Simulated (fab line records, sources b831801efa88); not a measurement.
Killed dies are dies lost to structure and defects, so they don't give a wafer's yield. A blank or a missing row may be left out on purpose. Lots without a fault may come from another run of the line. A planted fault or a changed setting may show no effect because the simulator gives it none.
fab line records | flow gf180mcu
record lots=5 wafers=15 last_day=33
route steps=602 shown V2@385 M3@409
lots that met no fault: from a run of the same line without faults
start_h: hours from the record's first day to the start of the lot's first wafer shown | wait_h: hours since the lot's step before | " the same as in the row above | L1.1+2: a row that stands for several wafers | - no value, or no start given | * or withheld: withheld | < > ~ a bound
route shown NAME@n: a module of which the file shows steps, and the number in the route of the first | usual: mean/standard deviation of fault-free wafers | same: alike in all rows | chamber/n: place in a boat | sites: the reading at each site | _std_site: their standard deviation | _edge_site: outer sites' mean less inner sites' | radius_mm: how far each site lies from the wafer's centre | mask NAME#n: copy n | behind: the tool/chamber that last shaped the wafer | hold: why the lot was held/for how many hours/how that ended | device: the transistor (n, p or np) that didn't switch | end of line: the same wafers' tests at the end of the route | a step without rows: its recipe alone | killed: dies lost to structure and defects at the first sort, not the wafer's yield | map: a wafer's dies, x killed, . not, _ none there
set.NAME: the setting as run; set.NAME@STEP: as run at that earlier step | model.NAME: the simulator's own value behind a step, which no gauge read
lots at some steps of the route; a table a step, a row a wafer
services: from which hour (start_h, from the record's first day; less than 0 if before it) a tool's chamber was out of use, for how many hours, and why
## steps
# step GF_V2_THK_MEAS_03
# recipe reads=SiO2_of_V2_CVD_02
# usual V2_CVD_02_THK=842/15
# columns lot.wafer tool chamber start_h wait_h V2_CVD_02_THK[nm]
L079.1 film_metro-03 - 497.69 0.0 832
L079.2 " - " " 858
L079.5 " - " " 833
L086.2 film_metro-01 - 555.69 0.0 830
L086.3 " - " " 841
L086.6 " - " " 854
L087.4 film_metro-01 - 564.71 0.1 831
L087.5 " - " " 840
L087.6 " - " " 836
L092.3 film_metro-01 - 603.72 0.1 860
L092.4 " - " " 856
L092.5 " - " " 834
L093.1 film_metro-01 - 607.15 0.0 846
L093.2 " - " " 827
L093.3 " - " " 835
# step GF_V2_CMP_04
# recipe material=SiO2 down_force_psi=4 platen_rpm=60 pad_velocity_m_s=0.94248
# usual motor_current_A=12.1/1.3 time_to_endpoint_s=80/6.8
# columns lot.wafer tool chamber start_h wait_h motor_current_A time_to_endpoint_s
L079.1 cmp-01 2 497.80 0.1 11.8 74
L079.2 " 0 " " 13.9 82
L079.5 " 1 " " 11.8 82
L086.3 cmp-01 2 555.74 0.0 12.1 77
L086.2 " 0 " " 14.3 74
L086.6 " 3 " " 10.9 86
L087.4 cmp-01 3 564.79 0.1 11.4 73
L087.6 " 2 " " 12.0 80
L087.5 " 3 " " 11.4 83
L092.4 cmp-02 2 603.84 0.1 11.7 89
L092.3 " 0 " " 14.5 92
L092.5 " 2 " " 11.8 80
L093.3 cmp-02 3 607.21 0.0 11.6 77
L093.1 " 0 " " 14.8 85
L093.2 " 2 " " 11.2 79
# step GF_V2_BOW_MEAS_05
# recipe mode=bow
# usual V2_BOW=99/7.8
# columns lot.wafer tool chamber start_h wait_h V2_BOW[um]
L079.1 film_metro-01 - 498.05 0.2 92
L079.2 " - " " 95
L079.5 " - " " 86
L086.2 film_metro-03 - 556.06 0.2 96
L086.3 " - " " 92
L086.6 " - " " 100
L087.4 film_metro-03 - 565.10 0.3 102
L087.5 " - " " 96
L087.6 " - " " 106
L092.3 film_metro-03 - 604.18 0.2 93
L092.4 " - " " 98
L092.5 " - " " 94
L093.1 film_metro-04 - 607.51 0.2 101
L093.2 " - " " 105
L093.3 " - " " 99
# step GF_V2_DEHYDRATE_06
# recipe temp_c=200 time_s=60
# columns lot.wafer tool chamber start_h wait_h
L079.1+2+5 litho_track-03 0 509.71 11.6
L086.2+3+6 litho_track-02 0 566.70 10.6
L087.4+5+6 litho_track-02 0 576.30 11.2
L092.3+4+5 litho_track-02 0 613.87 9.7
L093.1+2+3 litho_track-02 0 617.52 10.0
# step GF_V2_HMDS_07
# recipe prime_time_s=60 prime_temp_c=120
# columns lot.wafer tool chamber start_h wait_h
L079.1+2+5 litho_track-03 0 509.86 0.1
L086.2+3+6 litho_track-02 0 566.85 0.1
L087.4+5+6 litho_track-02 0 576.45 0.1
L092.3+4+5 litho_track-02 0 614.02 0.1
L093.1+2+3 litho_track-02 0 617.67 0.1
# step GF_V2_COAT_08
# recipe resist=BARC temp_c=withheld time_s=withheld spin_rpm=withheld resist_thk_nm=withheld
# columns lot.wafer tool chamber start_h wait_h
L079.1+2+5 litho_track-03 0 510.01 0.1
L086.2+3+6 litho_track-02 0 567.00 0.1
L087.4+5+6 litho_track-02 0 576.60 0.1
L092.3+4+5 litho_track-02 0 614.17 0.1
L093.1+2+3 litho_track-02 0 617.82 0.1
# step GF_V2_COAT_09
# recipe resist=KrF spin_rpm=withheld resist_thk_nm=1000
# columns lot.wafer tool chamber start_h wait_h
L079.1+2+5 litho_track-03 0 - -
L086.2+3+6 litho_track-02 0 - -
L087.4+5+6 litho_track-02 0 - -
L092.3+4+5 litho_track-02 0 - -
L093.1+2+3 litho_track-02 0 - -
# step GF_V2_SOFTBAKE_10
# recipe temp_c=130 time_s=60 resist=KrF
# columns lot.wafer tool chamber start_h wait_h
L079.1+2+5 litho_track-03 0 - -
L086.2+3+6 litho_track-02 0 - -
L087.4+5+6 litho_track-02 0 - -
L092.3+4+5 litho_track-02 0 - -
L093.1+2+3 litho_track-02 0 - -
# step GF_V2_EXPOSE_11
# recipe mask_id=Via2 target_cd_nm=260 na=0.68 source_shape=conventional sigma_outer=0.6 dose_mj=38
# usual focus_offset_nm=0.0/0.54
# columns lot.wafer tool chamber start_h wait_h mask focus_offset_nm
L079.1 krf_scanner-01 0 - - Via2#0 -0.7
L079.2 " 0 " " Via2#0 -0.5
L079.5 " 0 " " Via2#0 -1.0
L086.2 krf_scanner-02 0 - - Via2#0 0.0
L086.3 " 0 " " Via2#0 -0.8
L086.6 " 0 " " Via2#0 -0.3
L087.4 krf_scanner-02 0 - - Via2#0 0.3
L087.5 " 0 " " Via2#0 -0.8
L087.6 " 0 " " Via2#0 0.3
L092.3 krf_scanner-02 0 - - Via2#0 0.0
L092.4 " 0 " " Via2#0 0.0
L092.5 " 0 " " Via2#0 -0.5
L093.1 krf_scanner-01 0 - - Via2#0 0.3
L093.2 " 0 " " Via2#0 -0.4
L093.3 " 0 " " Via2#0 -0.4
# step GF_V2_PEB_12
# recipe peb_temp_c=135 peb_time_s=90 resist=KrF
# same peb_time_s=90
# columns lot.wafer tool chamber start_h wait_h
L079.1+2+5 litho_track-02 0 - -
L086.2+3+6 litho_track-01 0 - -
L087.4+5+6 litho_track-02 0 - -
L092.3+4+5 litho_track-01 0 - -
L093.1+2+3 litho_track-03 0 - -
# step GF_V2_DEVELOP_13
# recipe develop_time_s=60 resist=KrF dev_temp_c=21
# columns lot.wafer tool chamber start_h wait_h
L079.1+2+5 litho_track-02 0 521.77 0.2
L086.2+3+6 litho_track-01 0 578.35 0.2
L087.4+5+6 litho_track-02 0 587.45 0.1
L092.3+4+5 litho_track-01 0 624.83 0.1
L093.1+2+3 litho_track-03 0 628.51 0.2
# step GF_V2_CD_MEAS_14
# recipe target_cd_nm=260
# usual cd_nm=260.3/1.2
# columns lot.wafer tool chamber start_h wait_h cd_nm
L079.1 cd_sem-01 - 521.92 0.1 260.1
L079.2 " - " " 259.5
L079.5 " - " " 261.3
L086.2 cd_sem-02 - 578.50 0.1 260.6
L086.3 " - " " 261.4
L086.6 " - " " 260.8
L087.4 cd_sem-02 - 587.58 0.1 259.9
L087.5 " - " " 261.2
L087.6 " - " " 259.9
L092.3 cd_sem-02 - 624.97 0.1 259.5
L092.4 " - " " 260.4
L092.5 " - " " 260.7
L093.1 cd_sem-02 - 628.85 0.3 260.3
L093.2 " - " " 259.8
L093.3 " - " " 260.2
# step GF_V2_OVL_MEAS_15
# usual V2_OVL=0/5.5
# columns lot.wafer tool chamber start_h wait_h V2_OVL[nm]
L079.1 overlay-01 - 522.04 0.1 -5
L079.2 " - " " -1
L079.5 " - " " -3
L086.2 overlay-02 - 578.60 0.1 -5
L086.3 " - " " -9
L086.6 " - " " -7
L087.4 overlay-02 - 587.66 0.1 2
L087.5 " - " " 0
L087.6 " - " " 1
L092.3 overlay-01 - 625.07 0.1 -6
L092.4 " - " " -2
L092.5 " - " " -9
L093.1 overlay-02 - 628.97 0.1 7
L093.2 " - " " 9
L093.3 " - " " 10
# step GF_V2_ETCH_16
# recipe chemistry=N2/H2 target_depth_a=withheld overetch_a=withheld time_s=withheld target=BARC ion_energy_ev=200 source_w=500 bias_w=100 pressure_mtorr=30 n2_flow_sccm=100 h2_flow_sccm=200
# usual drypump_motor_current_A=5.7/0.54 oes_product_au=0.855/0.0046 throttle_valve_pct=13.224/0.0093
# columns lot.wafer tool chamber start_h wait_h drypump_motor_current_A oes_product_au throttle_valve_pct
L079.1 rie_diel-04 1 522.08 0.0 5.5 0.863 13.229
L079.2 " 2 " " 5.1 0.857 13.224
L079.5 " 3 " " 6.5 0.857 13.215
L086.2 rie_diel-02 1 578.63 0.0 6.5 0.849 13.238
L086.3 " 3 " " 5.1 0.859 13.216
L086.6 " 1 " " 6.5 0.863 13.224
L087.4 rie_diel-04 2 587.68 0.0 5.0 0.856 13.219
L087.5 " 1 " " 5.5 0.849 13.221
L087.6 " 2 " " 5.0 0.856 13.226
L092.3 rie_diel-03 1 625.09 0.0 6.0 0.851 13.233
L092.4 " 3 " " 5.5 0.856 13.210
L092.5 " 1 " " 6.0 0.850 13.226
L093.1 rie_diel-02 3 629.00 0.0 5.1 0.858 13.230
L093.2 " 0 " " 5.9 0.863 13.248
L093.3 " 2 " " 5.2 0.853 13.218
# step GF_V2_ETCH_17
# recipe chemistry=C4F8/O2/Ar mask_material=KrF target=SiO2 stop_on=TiN source_w=1500 bias_w=1200 pressure_mtorr=40 c4f8_flow_sccm=withheld O2_flow_sccm=6 Ar_flow_sccm=300 time_s=withheld target_depth_a=6300
# usual oes_product_au=0.857/0.0048
# columns lot.wafer tool chamber start_h wait_h oes_product_au
L079.1 rie_diel-04 1 - - 0.856
L079.2 " 2 " " 0.855
L079.5 " 3 " " 0.858
L086.2 rie_diel-02 1 - - 0.861
L086.3 " 3 " " 0.856
L086.6 " 1 " " 0.858
L087.4 rie_diel-04 2 - - 0.855
L087.5 " 1 " " 0.853
L087.6 " 2 " " 0.857
L092.3 rie_diel-03 1 - - 0.855
L092.4 " 3 " " 0.858
L092.5 " 1 " " 0.867
L093.1 rie_diel-02 3 - - 0.849
L093.2 " 0 " " 0.861
L093.3 " 2 " " 0.863
# step GF_V2_STRIP_18
# recipe chemistry=O2/N2 power_w=1400 pressure_mtorr=1500 platen_temp_c=250 o2_flow_sccm=3000 n2_flow_sccm=300 overash_fraction=0.5
# usual drypump_motor_current_A=5.49/0.27 heater_power_w=319/40 o2_flow_sccm=3001/8.9 oes_product_au=0.593/0.005
# columns lot.wafer tool chamber start_h wait_h drypump_motor_current_A heater_power_w o2_flow_sccm oes_product_au rf_hours_counter_h
L079.1 plasma_asher-04 1 522.21 - 4.86 324 2996 0.592 40
L079.2 " 0 " " 5.40 287 2994 0.594 40
L079.5 " 0 " " 5.39 286 2991 0.593 -
L086.2 plasma_asher-04 1 578.76 - 4.88 320 3006 0.592 46
L086.3 " 0 " " 5.41 289 3002 0.587 -
L086.6 " 0 " " 5.39 292 2990 0.596 -
L087.4 plasma_asher-02 0 587.84 - 5.52 283 2997 0.591 -
L087.5 " 1 " " 5.56 301 2999 0.592 -
L087.6 " 0 " " 5.52 282 3004 0.592 -
L092.3 plasma_asher-02 0 625.25 - 5.54 278 3007 0.597 -
L092.4 " 1 " " 5.51 308 3004 0.589 -
L092.5 " 1 " " 5.53 305 3003 0.585 -
L093.1 plasma_asher-04 1 629.13 - 4.86 327 3001 0.602 52
L093.2 " 0 " " 5.39 289 2992 0.592 52
L093.3 " 0 " " 5.40 285 2997 0.586 -
# step GF_V2_STRIP_19
# recipe chemistry=post_etch_residue_remover time_s=1200 temp_c=72.5
# usual bath_heat_duty_pct=15.1/1.6
# columns lot.wafer tool chamber start_h wait_h bath_heat_duty_pct
L079.1 wet_bench-04 2 522.31 0.1 17.2
L079.2 " 2 " " 18.1
L079.5 " 2 " " 16.2
L086.2 wet_bench-04 0 578.86 0.1 12.3
L086.3 " 0 " " 12.5
L086.6 " 0 " " 13.0
L087.4 wet_bench-02 0 587.91 0.0 15.0
L087.5 " 0 " " 16.9
L087.6 " 0 " " 17.2
L092.3 wet_bench-04 3 625.32 0.0 14.8
L092.4 " 3 " " 13.6
L092.5 " 3 " " 14.2
L093.1 wet_bench-03 3 629.23 0.1 17.6
L093.2 " 3 " " 16.1
L093.3 " 3 " " 15.5
# step GF_V2_CLEAN_20
# recipe chemistry=DIW dry=n2_spin
# columns lot.wafer tool chamber start_h wait_h
L079.1+2+5 wet_bench-03 2 522.71 0.0
L086.2+3+6 wet_bench-02 2 579.20 0.0
L087.4+5+6 wet_bench-03 1 588.25 0.0
L092.3+4+5 wet_bench-02 0 625.66 0.0
L093.1+2+3 wet_bench-02 2 629.57 0.0
# step GF_V2_SPUTTER_21
# recipe material=Ti target_thk_nm=15 chamber_pressure_pa=5 power_w=2500 substrate_temp_c=200 time_s=80.02
# usual cathode_dc_power_W=2500.0/0.46 throttle_valve_pct=29.9/0.9
# columns lot.wafer tool chamber start_h wait_h cathode_dc_power_W throttle_valve_pct
L079.1 pvd_sputter-01 - 522.81 0.0 2499.5 29.1
L079.2 " - " " 2500.5 31.1
L079.5 " - " " 2500.3 30.7
L086.2 pvd_sputter-04 - 579.30 0.0 2500.0 29.7
L086.3 " - " " 2499.4 30.6
L086.6 " - " " 2500.1 30.6
L087.4 pvd_sputter-01 - 588.35 0.0 2499.7 29.7
L087.5 " - " " 2500.7 30.5
L087.6 " - " " 2499.6 31.0
L092.3 pvd_sputter-01 - 625.75 0.0 2499.6 29.6
L092.4 " - " " 2500.0 29.8
L092.5 " - " " 2500.6 29.5
L093.1 pvd_sputter-04 - 629.66 0.0 2500.0 28.4
L093.2 " - " " 2501.0 29.6
L093.3 " - " " 2499.3 31.5
# step GF_V2_SPUTTER_22
# recipe material=TiN target_thk_nm=10 chamber_pressure_pa=5 power_w=4000 time_s=40
# usual cathode_dc_power_W=3999.9/0.73 throttle_valve_pct=29.9/0.91
# columns lot.wafer tool chamber start_h wait_h cathode_dc_power_W throttle_valve_pct
L079.1 pvd_sputter-01 - 522.87 0.0 4000.4 29.4
L079.2 " - " " 4000.1 31.2
L079.5 " - " " 4001.1 30.5
L086.2 pvd_sputter-04 - 579.36 0.0 4001.1 29.4
L086.3 " - " " 3999.7 30.5
L086.6 " - " " 3999.8 30.4
L087.4 pvd_sputter-01 - 588.41 0.0 3999.4 29.7
L087.5 " - " " 3999.0 30.9
L087.6 " - " " 3999.4 31.0
L092.3 pvd_sputter-01 - 625.81 0.0 4000.4 29.6
L092.4 " - " " 3999.1 29.4
L092.5 " - " " 4000.3 29.5
L093.1 pvd_sputter-04 - 629.72 0.0 4000.1 28.1
L093.2 " - " " 3998.5 29.5
L093.3 " - " " 3999.5 31.8
# step GF_V2_CVD_23
# recipe material=W target_thk_nm=350 time_s=104.94 temp_c=400 pressure_torr=40
# usual heater_power_w=872/82
# columns lot.wafer tool chamber start_h wait_h heater_power_w
L079.1 cvd_w-01 1 522.91 0.0 861
L079.2 " 0 " " 799
L079.5 " 0 " " 787
L086.2 cvd_w-01 1 579.40 0.0 863
L086.3 " 0 " " 817
L086.6 " 0 " " 797
L087.4 cvd_w-02 1 588.49 0.1 1040
L087.5 " 0 " " 821
L087.6 " 1 " " 1036
L092.3 cvd_w-02 1 625.89 0.1 1036
L092.4 " 0 " " 831
L092.5 " 1 " " 1051
L093.1 cvd_w-01 0 629.76 0.0 786
L093.2 " 1 " " 873
L093.3 " 1 " " 879
# step GF_V2_RS_MEAS_24
# recipe thk_meas_gauge=four-point-probe reads=W_of_V2_CVD_23+TiN_of_V2_SPUTTER_22+Ti_of_V2_SPUTTER_21
# usual V2_W_RS=0.328/0.0044
# columns lot.wafer tool chamber start_h wait_h V2_W_RS[ohm/sq]
L079.1 film_metro-03 - 523.02 0.1 0.324
L079.2 " - " " 0.320
L079.5 " - " " 0.325
L086.2 film_metro-04 - 579.53 0.1 0.333
L086.3 " - " " 0.330
L086.6 " - " " 0.325
L087.4 film_metro-01 - 588.62 0.1 0.332
L087.5 " - " " 0.322
L087.6 " - " " 0.331
L092.3 film_metro-03 - 626.00 0.1 0.340
L092.4 " - " " 0.324
L092.5 " - " " 0.335
L093.1 film_metro-04 - 629.88 0.1 0.327
L093.2 " - " " 0.334
L093.3 " - " " 0.337
# step GF_V2_THK_MEAS_25
# recipe thk_meas_gauge=xrf reads=W_of_V2_CVD_23
# usual V2_W_THK=337/5.3
# columns lot.wafer tool chamber start_h wait_h V2_W_THK[nm]
L079.1 film_metro-03 - 523.14 0.1 337
L079.2 " - " " 340
L079.5 " - " " 335
L086.2 film_metro-04 - 579.64 0.1 333
L086.3 " - " " 335
L086.6 " - " " 342
L087.4 film_metro-01 - 588.71 0.1 337
L087.5 " - " " 345
L087.6 " - " " 336
L092.3 film_metro-03 - 626.10 0.1 321
L092.4 " - " " 336
L092.5 " - " " 327
L093.1 film_metro-04 - 630.00 0.1 337
L093.2 " - " " 329
L093.3 " - " " 328
# step GF_V2_CMP_26
# recipe stop_on=SiO2 down_force_psi=3.5 platen_rpm=60 t_overpolish_s=15 target_thk_nm=0 pad_velocity_m_s=0.94248
# usual motor_current_A=11.0/1.2 overpolish_run_s=15.000/0.0079 time_to_endpoint_s=88/3.6
# columns lot.wafer tool chamber start_h wait_h motor_current_A overpolish_run_s time_to_endpoint_s
L079.2 cmp-01 3 523.20 0.0 10.4 14.976 88
L079.1 " 0 " " 13.0 15.004 84
L079.5 " 0 " " 13.2 15.008 85
L086.3 cmp-02 1 579.69 0.0 9.2 14.999 89
L086.2 " 0 " " 13.4 15.004 88
L086.6 " 2 " " 10.0 15.002 89
L087.4 cmp-01 0 588.89 0.2 13.0 14.994 82
L087.5 " 1 " " 11.0 15.003 92
L087.6 " 2 " " 10.5 15.005 85
L092.4 cmp-02 1 626.14 0.0 9.3 14.992 90
L092.3 " 3 " " 10.8 15.000 81
L092.5 " 1 " " 9.2 15.000 86
L093.1 cmp-02 3 630.06 0.1 10.4 14.994 85
L093.3 " 1 " " 9.8 14.999 86
L093.2 " 2 " " 11.0 14.990 87
# step GF_M3_SPUTTER_00
# recipe material=Ti target_thk_nm=37.5 arriving_ion_energy_ev=80 substrate_temp_c=200 chamber_pressure_pa=2 power_w=4000 time_s=150
# usual cathode_dc_power_W=4000.1/0.7 throttle_valve_pct=29.8/1
# columns lot.wafer tool chamber start_h wait_h cathode_dc_power_W throttle_valve_pct
L079.1 pvd_sputter-04 - 523.50 0.2 4000.6 28.6
L079.2 " - " " 3998.7 29.7
L079.5 " - " " 4000.3 29.5
L086.2 pvd_sputter-01 - 579.99 0.1 3998.5 29.4
L086.3 " - " " 3999.9 30.6
L086.6 " - " " 3999.7 29.5
L087.4 pvd_sputter-04 - 589.04 0.1 3999.6 30.3
L087.5 " - " " 4000.6 30.2
L087.6 " - " " 3999.9 31.4
L092.3 pvd_sputter-02 - 626.44 0.1 4000.9 30.8
L092.4 " - " " 3999.8 28.6
L092.5 " - " " 4000.3 28.5
L093.1 pvd_sputter-04 - 630.36 0.2 3998.8 31.8
L093.2 " - " " 3998.4 29.3
L093.3 " - " " 4000.7 28.6
# step GF_M3_SPUTTER_01
# recipe material=TiN target_thk_nm=30 power_w=6500 time_s=25 chamber_pressure_pa=0.4
# usual cathode_dc_power_W=6499.9/1.2 throttle_valve_pct=29.8/1
# columns lot.wafer tool chamber start_h wait_h cathode_dc_power_W throttle_valve_pct
L079.1 pvd_sputter-04 - 523.60 0.1 6500.3 28.4
L079.2 " - " " 6499.3 29.7
L079.5 " - " " 6498.2 29.4
L086.2 pvd_sputter-01 - 580.09 0.1 6502.4 29.5
L086.3 " - " " 6500.0 30.7
L086.6 " - " " 6499.5 29.4
L087.4 pvd_sputter-04 - 589.14 0.1 6499.5 30.6
L087.5 " - " " 6501.6 30.6
L087.6 " - " " 6501.3 31.6
L092.3 pvd_sputter-02 - 626.56 0.1 6500.8 30.6
L092.4 " - " " 6499.0 28.5
L092.5 " - " " 6498.7 28.4
L093.1 pvd_sputter-04 - 630.46 0.1 6502.0 31.7
L093.2 " - " " 6499.1 29.6
L093.3 " - " " 6502.0 28.4
# step GF_M3_SPUTTER_02
# recipe material=AlCu target_thk_nm=450 power_w=10600 time_s=23.9 chamber_pressure_pa=0.4
# usual cathode_dc_power_W=10600/1.9 throttle_valve_pct=29.8/1
# columns lot.wafer tool chamber start_h wait_h cathode_dc_power_W throttle_valve_pct
L079.1 pvd_sputter-04 - 523.63 0.0 10599 28.3
L079.2 " - " " 10604 29.7
L079.5 " - " " 10601 29.6
L086.2 pvd_sputter-01 - 580.12 0.0 10601 29.2
L086.3 " - " " 10599 30.6
L086.6 " - " " 10600 29.6
L087.4 pvd_sputter-04 - 589.17 0.0 10600 30.4
L087.5 " - " " 10600 30.5
L087.6 " - " " 10600 31.7
L092.3 pvd_sputter-02 - 626.59 0.0 10602 30.9
L092.4 " - " " 10597 28.8
L092.5 " - " " 10601 28.4
L093.1 pvd_sputter-04 - 630.49 0.0 10598 31.6
L093.2 " - " " 10599 29.6
L093.3 " - " " 10602 28.4
# step GF_M3_SPUTTER_03
# recipe material=Ti target_thk_nm=10 substrate_temp_c=300 chamber_pressure_pa=0.3 power_w=3000 time_s=6.7
# usual cathode_dc_power_W=3000.0/0.57 throttle_valve_pct=29.8/1
# columns lot.wafer tool chamber start_h wait_h cathode_dc_power_W throttle_valve_pct
L079.1 pvd_sputter-04 - 523.66 0.0 3000.4 28.3
L079.2 " - " " 2999.5 29.5
L079.5 " - " " 3000.4 29.3
L086.2 pvd_sputter-01 - 580.15 0.0 2999.7 29.5
L086.3 " - " " 3000.3 30.5
L086.6 " - " " 3000.6 29.3
L087.4 pvd_sputter-04 - 589.20 0.0 2999.1 30.3
L087.5 " - " " 2999.7 30.3
L087.6 " - " " 2999.7 31.5
L092.3 pvd_sputter-02 - 626.62 0.0 2999.5 30.7
L092.4 " - " " 3000.6 28.8
L092.5 " - " " 3000.7 28.5
L093.1 pvd_sputter-04 - 630.52 0.0 3000.0 31.7
L093.2 " - " " 3000.1 29.7
L093.3 " - " " 3000.1 28.5
# step GF_M3_SPUTTER_04
# recipe material=TiN target_thk_nm=50 power_w=6500 time_s=41.7 chamber_pressure_pa=0.4
# usual cathode_dc_power_W=6499.9/1.1 throttle_valve_pct=29.8/1
# columns lot.wafer tool chamber start_h wait_h cathode_dc_power_W throttle_valve_pct
L079.1 pvd_sputter-04 - 523.68 0.0 6500.0 28.6
L079.2 " - " " 6498.3 29.4
L079.5 " - " " 6500.0 29.5
L086.2 pvd_sputter-01 - 580.17 0.0 6500.8 29.4
L086.3 " - " " 6501.0 30.7
L086.6 " - " " 6497.5 29.7
L087.4 pvd_sputter-04 - 589.22 0.0 6498.7 30.6
L087.5 " - " " 6499.8 30.5
L087.6 " - " " 6498.4 31.7
L092.3 pvd_sputter-02 - 626.65 0.0 6500.8 30.5
L092.4 " - " " 6500.1 28.6
L092.5 " - " " 6499.2 28.7
L093.1 pvd_sputter-04 - 630.54 0.0 6499.7 31.6
L093.2 " - " " 6499.0 29.6
L093.3 " - " " 6499.0 28.4
# step GF_M3_RS_MEAS_05
# recipe thk_meas_gauge=four-point-probe reads=TiN_of_M3_SPUTTER_04+Ti_of_M3_SPUTTER_03+AlCu_of_M3_SPUTTER_02+TiN_of_M3_SPUTTER_01+Ti_of_M3_SPUTTER_00
# usual M3_ALCU_RS=0.0692/0.001
# columns lot.wafer tool chamber start_h wait_h M3_ALCU_RS[ohm/sq]
L079.1 film_metro-04 - 523.72 0.0 0.0701
L079.2 " - " " 0.0703
L079.5 " - " " 0.0700
L086.2 film_metro-03 - 580.23 0.0 0.0688
L086.3 " - " " 0.0680
L086.6 " - " " 0.0683
L087.4 film_metro-03 - 589.32 0.1 0.0683
L087.5 " - " " 0.0686
L087.6 " - " " 0.0699
L092.3 film_metro-03 - 626.73 0.1 0.0699
L092.4 " - " " 0.0691
L092.5 " - " " 0.0698
L093.1 film_metro-04 - 630.58 0.0 0.0703
L093.2 " - " " 0.0692
L093.3 " - " " 0.0690
# step GF_M3_THK_MEAS_06
# recipe thk_meas_gauge=xrf reads=AlCu_of_M3_SPUTTER_02
# usual M3_ALCU_THK=454/7.3
# columns lot.wafer tool chamber start_h wait_h M3_ALCU_THK[nm]
L079.1 film_metro-04 - 523.84 0.1 449
L079.2 " - " " 447
L079.5 " - " " 448
L086.2 film_metro-03 - 580.34 0.1 461
L086.3 " - " " 464
L086.6 " - " " 461
L087.4 film_metro-03 - 589.41 0.1 462
L087.5 " - " " 462
L087.6 " - " " 452
L092.3 film_metro-03 - 626.83 0.1 451
L092.4 " - " " 457
L092.5 " - " " 452
L093.1 film_metro-04 - 630.70 0.1 446
L093.2 " - " " 454
L093.3 " - " " 454
# step GF_M3_DEHYDRATE_07
# recipe temp_c=200 time_s=60
# columns lot.wafer tool chamber start_h wait_h
L079.1+2+5 litho_track-04 0 534.83 11.0
L086.2+3+6 litho_track-04 0 590.25 9.9
L087.4+5+6 litho_track-04 0 599.85 10.4
L092.3+4+5 litho_track-03 0 636.06 9.2
L093.1+2+3 litho_track-01 0 640.18 9.5
# step GF_M3_HMDS_08
# recipe prime_time_s=60 prime_temp_c=120
# columns lot.wafer tool chamber start_h wait_h
L079.1+2+5 litho_track-04 0 534.98 0.1
L086.2+3+6 litho_track-04 0 590.40 0.1
L087.4+5+6 litho_track-04 0 600.00 0.1
L092.3+4+5 litho_track-03 0 636.21 0.1
L093.1+2+3 litho_track-01 0 640.33 0.1
# step GF_M3_COAT_09
# recipe resist=KrF spin_rpm=withheld resist_thk_nm=1000
# columns lot.wafer tool chamber start_h wait_h
L079.1+2+5 litho_track-04 0 535.13 0.1
L086.2+3+6 litho_track-04 0 590.55 0.1
L087.4+5+6 litho_track-04 0 600.15 0.1
L092.3+4+5 litho_track-03 0 636.36 0.1
L093.1+2+3 litho_track-01 0 640.48 0.1
# step GF_M3_SOFTBAKE_10
# recipe temp_c=130 time_s=60 resist=KrF
# columns lot.wafer tool chamber start_h wait_h
L079.1+2+5 litho_track-04 0 535.28 0.1
L086.2+3+6 litho_track-04 0 590.70 0.1
L087.4+5+6 litho_track-04 0 600.30 0.1
L092.3+4+5 litho_track-03 0 636.51 0.1
L093.1+2+3 litho_track-01 0 640.63 0.1
# step GF_M3_EXPOSE_11
# recipe mask_id=Metal3 target_cd_nm=280 na=0.68 source_shape=conventional sigma_outer=0.6 dose_mj=28
# usual focus_offset_nm=-0.1/0.54
# columns lot.wafer tool chamber start_h wait_h mask focus_offset_nm
L079.1 krf_scanner-01 0 - - Metal3#0 -0.6
L079.2 " 0 " " Metal3#0 -0.4
L079.5 " 0 " " Metal3#0 -0.3
L086.2 krf_scanner-01 0 - - Metal3#0 0.3
L086.3 " 0 " " Metal3#0 -0.7
L086.6 " 0 " " Metal3#0 0.1
L087.4 krf_scanner-01 0 - - Metal3#0 -1.1
L087.5 " 0 " " Metal3#0 -0.2
L087.6 " 0 " " Metal3#0 0.6
L092.3 krf_scanner-02 0 - - Metal3#0 -0.1
L092.4 " 0 " " Metal3#0 -0.3
L092.5 " 0 " " Metal3#0 0.2
L093.1 krf_scanner-02 0 - - Metal3#0 -0.2
L093.2 " 0 " " Metal3#0 -1.0
L093.3 " 0 " " Metal3#0 -0.3
# step GF_M3_PEB_12
# recipe peb_temp_c=135 peb_time_s=90 resist=KrF
# same peb_time_s=90
# columns lot.wafer tool chamber start_h wait_h
L079.1+2+5 litho_track-03 0 - -
L086.2+3+6 litho_track-04 0 - -
L087.4+5+6 litho_track-01 0 - -
L092.3+4+5 litho_track-01 0 - -
L093.1+2+3 litho_track-03 0 - -
# step GF_M3_DEVELOP_13
# recipe develop_time_s=60 dev_temp_c=21
# columns lot.wafer tool chamber start_h wait_h
L079.1+2+5 litho_track-03 0 546.06 0.2
L086.2+3+6 litho_track-04 0 601.50 0.2
L087.4+5+6 litho_track-01 0 610.90 0.1
L092.3+4+5 litho_track-01 0 646.63 0.1
L093.1+2+3 litho_track-03 0 650.66 0.2
# step GF_M3_CD_MEAS_14
# recipe target_cd_nm=280
# usual cd_nm=279.7/1.2
# columns lot.wafer tool chamber start_h wait_h cd_nm
L079.1 cd_sem-02 - 546.21 0.1 281.6
L079.2 " - " " 281.4
L079.5 " - " " 281.7
L086.2 cd_sem-02 - 601.65 0.1 278.9
L086.3 " - " " 280.4
L086.6 " - " " 279.4
L087.4 cd_sem-02 - 611.04 0.1 278.3
L087.5 " - " " 278.9
L087.6 " - " " 277.7
L092.3 cd_sem-02 - 646.83 0.2 280.2
L092.4 " - " " 279.7
L092.5 " - " " 280.1
L093.1 cd_sem-02 - 650.84 0.2 279.7
L093.2 " - " " 280.1
L093.3 " - " " 280.8
## services
# columns tool chamber start_h hours kind
cmp-02 - 479.47 1.4 repair
krf_scanner-02 - 486.42 1.0 pm
cmp-02 - 489.92 1.5 repair
krf_scanner-01 - 500.68 0.7 repair
pvd_sputter-02 - 501.20 6.2 repair
pvd_sputter-01 - 515.94 5.4 repair
pvd_sputter-02 - 523.85 1.9 repair
pvd_sputter-04 - 531.03 1.6 repair
krf_scanner-02 - 532.02 0.8 pm
krf_scanner-02 - 533.17 1.8 repair
krf_scanner-01 - 541.96 1.3 pm
cmp-02 - 543.04 17.6 pm
pvd_sputter-01 - 551.28 1.9 repair
pvd_sputter-04 - 564.83 1.8 repair
krf_scanner-01 - 569.44 1.0 pm
cmp-02 - 572.03 4.0 pm
cmp-01 - 573.51 1.0 repair
krf_scanner-02 - 579.43 1.3 pm
krf_scanner-01 - 590.00 0.8 pm
pvd_sputter-04 - 590.46 1.1 repair
cmp-01 - 600.54 3.5 repair
cmp-02 - 620.41 1.0 repair
krf_scanner-02 - 632.25 4.0 pm
cmp-01 - 637.47 0.7 repair
## key
fault none
